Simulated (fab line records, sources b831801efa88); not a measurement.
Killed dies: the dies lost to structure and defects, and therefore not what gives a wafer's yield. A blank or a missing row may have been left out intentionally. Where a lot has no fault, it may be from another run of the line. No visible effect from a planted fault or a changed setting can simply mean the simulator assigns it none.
A struck lot beside a sound one + flow sky130 + 22 out of 708 route steps
Sound: these wafers, L889.3, L889.4, L889.6. The struck wafers were L895.1, L895.2, L895.6. The cause is named last.
Each step with rows lists, per side, the tool, then ch with its chambers, then its first start. Under that, the readings that differ: sound wafers + struck wafers + difference of the means + sigmas: that difference in standard deviations of wafers without a fault.
alike: words and numbers the same on both sides, and readings whose means are apart by under 2 such deviations; not compared: readings that were withheld, readings missing a value for some wafer, numbers with overlapping values and no deviation given by the record, and bounds like >300 which may hide the same value.
A row with sigmas, a row that says differs or no value, or rows on one side alone: a step with any of these is where the two part. When numbers do not overlap yet have no deviation, they are printed without sigmas and do not part them. A reading that every wafer of one side lacks parts them only if that side has two wafers or more.

first, 1 step without rows for these wafers: SKY_CAP2M_DEVELOP_11 (develop time 60 s).
SKY_CAP2M_OVL_MEAS_12:
  sound on overlay-02 at day 40 14:00; struck on overlay-02 at day 42 17:10
  alike: CAP2M_OVL
SKY_CAP2M_METAL_ETCH_13: etches TiN in Cl2/BCl3, stops on SiO2, target depth 220 nm, time 62.9 s.
  sound on rie metal-03 ch 0,1, day 40 14:02; struck on rie metal-03 ch 0,1, day 42 17:12
  alike: bcl3 flow sccm, drypump motor current A, oes product au, throttle valve pct
  not compared: rf hours counter h
SKY_CAP2M_STRIP_14: strips in O2/N2.
  sound on plasma asher-04 ch 0,1, day 40 14:08; struck on plasma asher-03 ch 0,1, day 42 17:17
  alike: drypump motor current A, oes product au, strip time to endpoint s
  not compared: rf hours counter h
then, 8 steps without rows for these wafers: SKY_CAP2M_STRIP_15 (strips in post etch residue remover, time 1200 s); SKY_CAP2M_CLEAN_16 (cleans in IPA, time 180 s); SKY_CAP2M_CLEAN_17 (cleans in O3/DIW); SKY_METAL4_DEHYDRATE_05 (time 60 s); SKY_METAL4_HMDS_06 (prime time 60 s); SKY_METAL4_COAT_07 (resist thk 60 nm); SKY_METAL4_COAT_08 (resist thk 1140 nm); SKY_METAL4_SOFTBAKE_09 (time 90 s).
SKY_METAL4_EXPOSE_10: exposes mask MM4, target cd 300 nm.
  sound on krf scanner-01 ch 0, day 41 02:02; struck on krf scanner-02 ch 0, day 43 04:02
| reading              | sound             | struck            | difference | sigmas |
|----------------------|-------------------|-------------------|------------|--------|
| exposure dose mJ cm2 | 27.97 27.97 27.95 | 27.57 27.55 27.54 | -0.41      | -13    |
  alike: mask, focus offset nm
then, 2 steps without rows for these wafers: SKY_METAL4_PEB_11; SKY_METAL4_DEVELOP_12 (develop time 60 s).
SKY_METAL4_CD_MEAS_13: target cd 300 nm.
  sound on cd sem-01 at day 41 14:32; struck on cd sem-02 at day 43 15:47
| reading    | sound             | struck            | difference | sigmas |
|------------|-------------------|-------------------|------------|--------|
| cd nm (nm) | 300.0 298.8 298.3 | 302.5 301.7 301.7 | +2.9       | +2     |
SKY_METAL4_OVL_MEAS_14:
  sound on overlay-02 at day 41 14:37; struck on overlay-02 at day 43 15:54
  alike: METAL4_OVL
SKY_METAL4_DESCUM_15: chemistry O2, time 8 s.
  sound on rie metal-02 ch 0,1, day 41 14:39; struck on rie metal-02 ch 0,1, day 43 15:56
| reading                 | sound             | struck            | difference | sigmas |
|-------------------------|-------------------|-------------------|------------|--------|
| model.METAL4.cd nm (nm) | 300.3 298.2 298.7 | 302.3 301.5 301.3 | +2.6       |        |
  alike: drypump motor current A, oes product au
  not compared: rf hours counter h
SKY_METAL4_ETCH_16: etches BARC in N2/H2, stops on SiO2, time 88.2 s, target depth 60 nm.
  sound on rie metal-02 ch 0,1, day 41 14:43; struck on rie metal-02 ch 0,1, day 43 15:58
  alike: drypump motor current A, oes product au, throttle valve pct
  not compared: rf hours counter h
SKY_METAL4_ETCH_17: etches SiO2 in C4F8/O2/Ar, stops on TiN, time 3.9 s, target depth 15 nm.
  sound on rie diel-04 ch 1,2,3, day 41 14:46; struck on rie diel-01 ch 0,1, day 43 16:04
| reading                 | sound             | struck            | difference | sigmas |
|-------------------------|-------------------|-------------------|------------|--------|
| model.METAL4.cd nm (nm) | 298.6 299.7 297.5 | 303.4 300.2 302.1 | +3.3       |        |
  alike: oes product au
  not compared: rf hours counter h
SKY_METAL4_METAL_ETCH_18: etches the open film in Cl2/BCl3, stops on SiO2, target depth 845 nm, time 183.1 s.
  sound on rie metal-03 ch 0,1, day 41 14:51; struck on rie metal-04 ch 0,1, day 43 16:05
  alike: bcl3 flow sccm, drypump motor current A, oes product au, throttle valve pct
  not compared: rf hours counter h
SKY_PAD_OPEN_PROBE_99:
  the record has rows for the sound wafers here (prober-02, day 45 15:20) and none for the struck ones

## WHERE THEY PART
Earliest at SKY_METAL4_EXPOSE_10; latest, in this record, at SKY_PAD_OPEN_PROBE_99.

WHY: the cause the simulator had injected
Drift in process parameters on krf scanner-02 at SKY_METAL4_EXPOSE_10, starting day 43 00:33. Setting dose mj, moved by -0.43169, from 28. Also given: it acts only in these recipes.
